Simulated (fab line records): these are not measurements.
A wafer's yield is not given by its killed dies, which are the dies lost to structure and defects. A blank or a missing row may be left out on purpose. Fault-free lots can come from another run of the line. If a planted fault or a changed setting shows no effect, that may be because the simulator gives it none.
Problem report, 8D (eight disciplines) form, completed by code | flow gf180mcu | the parts of the form that need people (team, actions taken, sign-off) are left out

## 1. WHAT IS WRONG
Mean PSD_TW at GF_PSD_TW_MEAS_11: 3349 over 6 wafers in 2 lots; fault-free wafers: 3187, standard deviation 29. That puts it +5.6 standard deviations away from the usual mean.
Earliest sighting: wafer L235.3 on film_metro-02 at day 17 02:14. At this step, 36 wafers from 12 lots have a number in the record. Rule for "out" (also "out of limits"): further than 4 standard deviations from the usual mean. All remaining wafers that have a number are taken as sound.

## 2. WHAT THIS IS AND IS NOT
question                    | is                     | is not
which readings at this step | PSD_TW                 | -
which lots                  | L235, L236             | L232, L233, L234, L239, L244, L245, L246, L247, L248, L249
which wafers of those lots  | all that have a number | -
read on which gauges        | film_metro-02          | film_metro-03, film_metro-04
when                        | from day 17 02:14      | up to then (9 sound wafers); but 21 sound wafers of L239, L244, L245, L246, L247, L248, L249 came after

## 3. WHAT RULES OUT EACH SUSPECT
Counting: any tool at a process step up to the reading is kept as a suspect provided that every lot that is out went through it and no sound lot did after the first of them.
- ruled out: the gauge at GF_PSD_TW_MEAS_11. All the wafers that are out were read on film_metro-02, but those of them that GF_PSD_IMPLANT_09 has rows for are out there too, on other tools.
- implanter-01 at GF_PSD_IMPLANT_09: ruled out as a lasting fault. The sound lots L248 went through it after L235, its earliest lot that is out (day 17 02:01).
Left after counting: nothing in the record.

## 4. THE CAUSE (what the simulator had put in)
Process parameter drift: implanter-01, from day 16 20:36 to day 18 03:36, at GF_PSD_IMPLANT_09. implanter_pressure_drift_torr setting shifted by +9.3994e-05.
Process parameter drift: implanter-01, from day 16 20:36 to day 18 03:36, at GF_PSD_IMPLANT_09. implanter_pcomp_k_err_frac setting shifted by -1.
Counting ruled it out, wrongly: the rule takes a fault to strike every lot that its tool runs from its start on, and this one did not.

## 5. THE CHAIN OF EFFECTS, in route order
Rows list readings where the struck wafers' mean (over those with a number) sits beyond 3 standard deviations from the usual. Readings are gone through only where the record gives a usual standard deviation; hours: the median, over the lots, of the time from a lot's start at the first step in this table giving one to that lot's start at this step; sigmas: the change measured in usual standard deviations.
hours | step              | reading                   | usual         | on struck wafers | change    | sigmas
0     | GF_PSD_IMPLANT_09 | beam_on_s                 | 9.99 s        | 13.52            | +3.53     | +18
0     | GF_PSD_IMPLANT_09 | end_station_pressure_torr | 1.21e-05 Torr | 1.03e-04         | +9.13e-05 | +99 or more
0     | GF_PSD_IMPLANT_09 | faraday_current_uA        | 8655          | 6633             | -2022     | -12
0     | GF_PSD_STRIP_10   | oes_product_au            | 0.589 a.u.    | 0.568            | -0.021    | -4.9
0     | GF_PSD_STRIP_10   | strip_time_to_endpoint_s  | 16.69 s       | 17.74            | +1.05     | +28
0     | GF_PSD_TW_MEAS_11 | PSD_TW                    | 3187          | 3349             | +162      | +5.6
1     | GF_PSD_RS_MEAS_15 | PSD_RS                    | 107.72 ohm/sq | 102.41           | -5.31     | -18
It contains these process steps:
- GF_PSD_IMPLANT_09
- GF_PSD_STRIP_10: strips in O2/N2.
Later measuring or inspecting steps at which every struck wafer that the step has a row for has a number for every such reading, and none has moved that far: GF_SAB_OVL_MEAS_10.

## 6. HOW IT WOULD HAVE BEEN CAUGHT EARLIER
6 hours passed between the start of the fault at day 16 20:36 and the first reading out of limits at a measuring or inspecting step in this record, taken at day 17 02:14.
At GF_PSD_IMPLANT_09, the tool's own readings (beam_on_s, end_station_pressure_torr, faraday_current_uA) were out on each struck wafer the step has a row for, so an alarm limit on them would have fired on the first such wafer.
